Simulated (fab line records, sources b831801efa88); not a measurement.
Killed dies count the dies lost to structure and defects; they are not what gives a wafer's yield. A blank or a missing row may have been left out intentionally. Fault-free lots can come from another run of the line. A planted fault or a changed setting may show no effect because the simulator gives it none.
Split-lot trial ; flow sfq line ; 23 wafers read across 5 lots, on a route 325 steps long

ON THE SPLIT
At SFQ_TRILAYER_M0_DEP_SPUTTER_019 (material Nb, target thk 200 nm, time 133.3 s), the setting time s was moved away from the recipe's 133.3 s on 9 of the 23 wafers read, by -9.1% to +11.4%. This setting was run at the recipe's value on the other wafers.

FROM THE SPLIT TO THE READING: what the file shows between them, 3 steps
- SFQ_M0_RS_MEAS_904: measures by four-point-probe
- SFQ_TRILAYER_M0_LITHO_COAT_026: resist thk 62 nm
- SFQ_TRILAYER_M0_BARC_OPEN_METAL_ETCH_031: etches BARC in O2, target depth 125 nm, time 41.7 s

THE READING
oes product au, in a.u., at SFQ_TRILAYER_M0_ETCH_METAL_ETCH_024 (etches Nb in Cl2/Ar, stops on SiO2, target depth 240 nm, time 120 s). Fault-free wafers of this fab line usually give 0.894 a.u., standard deviation 0.0065 a.u.

wafer;tool, chamber at the split;time s as run, s;against the recipe;oes product au, a.u.;against lot-mates on the recipe
L074.1;pvd sputter-04, -;133.3;recipe;0.891;-
L074.2;pvd sputter-04, -;133.3;recipe;0.886;-
L074.5;pvd sputter-04, -;133.3;recipe;0.897;-
L075.1;pvd sputter-04, -;121.2;-9.1%;0.841;-0.044
L075.2;pvd sputter-04, -;121.2;-9.1%;0.840;-0.045
L075.3;pvd sputter-04, -;121.2;-9.1%;0.839;-0.046
L075.5;pvd sputter-04, -;133.3;recipe;0.883;-
L075.6;pvd sputter-04, -;133.3;recipe;0.886;-
L079.1;pvd sputter-06, -;148.5;+11.4%;0.949;+0.053
L079.3;pvd sputter-06, -;148.5;+11.4%;0.964;+0.069
L079.4;pvd sputter-06, -;148.5;+11.4%;0.966;+0.071
L079.5;pvd sputter-06, -;133.3;recipe;0.895;-
L079.6;pvd sputter-06, -;133.3;recipe;0.896;-
L080.1;pvd sputter-05, -;133.3;recipe;0.887;-
L080.2;pvd sputter-05, -;133.3;recipe;0.881;-
L080.3;pvd sputter-05, -;133.3;recipe;0.896;-
L080.4;pvd sputter-05, -;133.3;recipe;0.891;-
L080.5;pvd sputter-05, -;133.3;recipe;0.892;-
L082.1;pvd sputter-05, -;126.2;-5.3%;0.861;-0.033
L082.2;pvd sputter-05, -;133.3;recipe;0.892;-
L082.3;pvd sputter-05, -;126.2;-5.3%;0.867;-0.027
L082.4;pvd sputter-05, -;126.2;-5.3%;0.859;-0.035
L082.6;pvd sputter-05, -;133.3;recipe;0.896;-

THE FIT
A straight line over all 23 wafers: oes product au changes by +0.00582 a.u. for each +1% of time s; r = +0.99; the points scatter about the line by 0.0054 a.u.
The same after taking each lot's own level away (the mean of its wafers on the recipe; 23 wafers): +0.00542 a.u. for each +1%; r = +0.99; scatter 0.0049 a.u.
Per that fit: largest time s move, reading shift of 0.062 a.u.
From 0.8845 to 0.8955 a.u.: that is the span of the lots' own levels, equal to 1.7 times the standard deviation above.
So the lot-to-lot level changes the slope little: the two slopes agree.
Check: for one of the wafers moved furthest among these (+11.4%), held out of the fit, the line's prediction against its lot-mates is +0.0652 a.u. Against them it came out at +0.0535 a.u.

THESE WAFERS: OTHER SPLITS
Note: prior to the reading, these wafers also went through further splits. Each is held against what the fit with the lots' levels taken away leaves over:
other split on the same wafers;wafers away from the commonest value;r with oes product au (lot level and that fit taken away)
SFQ_TRILAYER_L0_LITHO_COAT_005 resist thk nm;10;+0.03
SFQ_TRILAYER_L0_VIA_LITHO_PEB_016 peb temp c;10;+0.07

THE WHOLE CHAIN: every reading that the file lists as answering this split, in the file's order
step;what it does;reading;change (the file's fit);r (the file's)
SFQ_TRILAYER_M0_DEP_SPUTTER_019;material Nb, target thk 200 nm, time 133.3 s;Nb_of_TRILAYER_M0_DEP_SPUTTER_019.thk nm (the simulator's own value, which no gauge read);+2.17 nm for each +1% of the setting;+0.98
SFQ_M0_RS_MEAS_904;measures by four-point-probe;M0_NB_RS;-0.00971 for each +1% of the setting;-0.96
SFQ_TRILAYER_M0_ETCH_METAL_ETCH_024;etches Nb in Cl2/Ar, stops on SiO2, target depth 240 nm, time 120 s;oes product au;+0.00543 a.u. for each +1% of the setting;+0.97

FILE'S OWN FIT
oes product au changes by +0.00543 a.u. for each +1% of time s, r = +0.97.
